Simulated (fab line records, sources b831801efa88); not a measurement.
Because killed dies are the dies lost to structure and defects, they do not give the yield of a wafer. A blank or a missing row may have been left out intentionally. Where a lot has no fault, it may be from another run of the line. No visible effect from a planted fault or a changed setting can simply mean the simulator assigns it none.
Struck lot and sound lot, side by side | flow sky130 | 26 steps out of a route of 708
Sound: the wafers L408.2, L408.4, L408.5. The struck wafers were L418.3, L418.5, L418.6. Last of all comes the cause.
Per side, at each step with rows, come the tool, then ch with its chambers, and then its first start. Under that, the readings that differ: sound wafers | struck wafers | difference of the means | sigmas: that difference in standard deviations of wafers without a fault.
alike: words and numbers the same on both sides, and readings whose means are apart by under 2 such deviations; not compared: readings that were withheld, readings missing a value for some wafer, numbers with overlapping values and no deviation given by the record, and bounds like >300 which may hide the same value.
A row with sigmas, a row that says differs or no value, or rows on one side alone: a step with any of these is where the two part. When numbers do not overlap yet have no deviation, they are printed without sigmas and do not part them. A reading that every wafer of one side lacks parts them only if that side has two wafers or more.

SKY_VIA1_RS_MEAS_22: uses a four-point probe to measure.
  sound on filmMetro-03, day 34 19:17; struck on filmMetro-04, day 38 02:20
  alike: VIA1_W_RS
SKY_VIA1_THK_MEAS_23: measures by xrf.
  sound on filmMetro-03, day 34 19:24; struck on filmMetro-04, day 38 02:26
  alike: VIA1_W_THK
then, 1 step without rows for these wafers: SKY_VIA1_CMP_24 (polishes, stops on SiO2, t overpolish 15 s, target thk 0 nm).
SKY_METAL2_SPUTTER_00: material Ti, target thk 15 nm, time 10 s.
  sound on pvdSputter-01, day 34 19:45; struck on pvdSputter-03, day 38 02:46
  alike: throttleValvePct
SKY_METAL2_SPUTTER_01: material TiN, target thk 20 nm, time 16.7 s.
  sound on pvdSputter-01, day 34 19:46; struck on pvdSputter-03, day 38 02:48
  alike: throttleValvePct
then, 1 step without rows for these wafers: SKY_METAL2_SPUTTER_02 (material AlCu, target thk 250 nm, time 13.3 s).
SKY_METAL2_SPUTTER_03: material Ti, target thk 5 nm, time 3.3 s.
  sound on pvdSputter-01, day 34 19:49; struck on pvdSputter-03, day 38 02:51
  alike: throttleValvePct
then, 1 step without rows for these wafers: SKY_METAL2_SPUTTER_04 (material TiN, target thk 70 nm, time 58.3 s).
SKY_METAL2_RS_MEAS_05: uses a four-point probe to measure.
  sound on filmMetro-02, day 34 19:55; struck on filmMetro-04, day 38 02:57
  alike: METAL2_ALCU_RS
SKY_METAL2_THK_MEAS_06: measures by xrf.
  sound on filmMetro-02, day 34 20:01; struck on filmMetro-04, day 38 03:03
  alike: METAL2_ALCU_THK
then, 2 steps without rows for these wafers: SKY_METAL2_DEHYDRATE_07 (time 60 s); SKY_METAL2_HMDS_08 (prime time 60 s).
SKY_METAL2_COAT_09: resist thk 60 nm.
  sound on lithoTrack-04 ch 0, day 35 08:24; struck on lithoTrack-02 ch 0, day 38 14:49
reading            | sound                | struck               | difference | sigmas
spinSpeedRpm (rpm) | 2994.1 3000.7 3001.8 | 2077.4 2075.1 2074.5 | -923.2     | -99 or more
then, 5 steps without rows for these wafers: SKY_METAL2_COAT_10 (resist thk 450 nm); SKY_METAL2_SOFTBAKE_11 (time 90 s); SKY_METAL2_EXPOSE_12 (exposes mask MM2, target cd 140 nm); SKY_METAL2_PEB_13; SKY_METAL2_DEVELOP_14 (develop time 60 s).
SKY_METAL2_CD_MEAS_15 targets a cd of 140 nm.
  sound on cdSem-01, day 35 22:02; struck on cdSem-02, day 39 04:30
  alike: cdNm
SKY_METAL2_OVL_MEAS_16:
  sound on overlay-01, day 35 22:09; struck on overlay-02, day 39 04:35
  alike: METAL2_OVL
SKY_METAL2_DESCUM_17: chemistry O2, time 8 s.
  sound on rieMetal-02 ch 0, day 35 22:11; struck on rieMetal-02 ch 0,1, day 39 04:37
  alike: drypumpMotorCurrentA, oesProductAu
  not compared: rfHoursCounterH
SKY_METAL2_ETCH_18: etches BARC in N2/H2, stops on SiO2, time 45.9 s, target depth 60 nm.
  sound on rieMetal-02 ch 0, day 35 22:13; struck on rieMetal-02 ch 0,1, day 39 04:40
reading                 | sound             | struck            | difference | sigmas
oesProductAu (a.u.)     | 0.849 0.857 0.858 | 0.953 0.949 0.950 | +0.096     | +18
model.etch.depthNm (nm) | 60.15 59.85 60.1  | 72.07 72.17 72.39 | +12.18     | 
  alike: drypumpMotorCurrentA, throttleValvePct
  not compared: rfHoursCounterH
SKY_METAL2_METAL_ETCH_19: etches the open film in Cl2/BCl3, stops on SiO2, target depth 360 nm, time 78 s.
  sound on rieMetal-02 ch 0, day 35 22:16; struck on rieMetal-02 ch 0,1, day 39 04:44
  alike: bcl3FlowSccm, drypumpMotorCurrentA, oesProductAu, throttleValvePct
  not compared: rfHoursCounterH
SKY_METAL2_STRIP_20: strips in O2/N2.
  sound on plasmaAsher-04 ch 0,1, day 35 22:22; struck on plasmaAsher-04 ch 0,1, day 39 04:50
reading                  | sound          | struck         | difference | sigmas
stripTimeToEndpointS (s) | 2.68 2.70 2.72 | 2.80 2.84 2.80 | +0.11      | +3
  alike: drypumpMotorCurrentA, oesProductAu
  not compared: rfHoursCounterH
then, 1 step without rows for these wafers: SKY_METAL2_STRIP_21 (strips in post etch residue remover, time 1200 s).
-- the record jumps here: 10 days lie between the struck wafers' starts before and after (it left off in module METAL2 and takes up again in module PAD_OPEN, whose first step shown is number 708 of the route) --
SKY_PAD_OPEN_PROBE_99:
  sound on prober-02, day 46 12:00; struck on prober-01, day 48 21:46
  alike: defectLimitedYield, killed_at_M0_to_M3, killed_at_M4_up, killedAtContacts, killedAtFrontEnd, killedAtOther, killedDies, killedOpen, killedShort, sort_bin_3_pad_short, sort_bin_5_function, sort_bin_6_memory, sortNPass, sortYieldPct
  not compared: model.etest.met2Comb.leakLog10AUm

## WHERE THEY PART
At SKY_METAL2_COAT_09 first; at SKY_METAL2_STRIP_20 last (within this record only). Later steps at which nothing parts them and some readings are alike: SKY_PAD_OPEN_PROBE_99.

WHY: whatever the simulator had introduced
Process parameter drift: lithoTrack-02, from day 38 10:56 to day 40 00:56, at SKY_METAL2_COAT_09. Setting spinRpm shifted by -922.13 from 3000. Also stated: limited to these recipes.
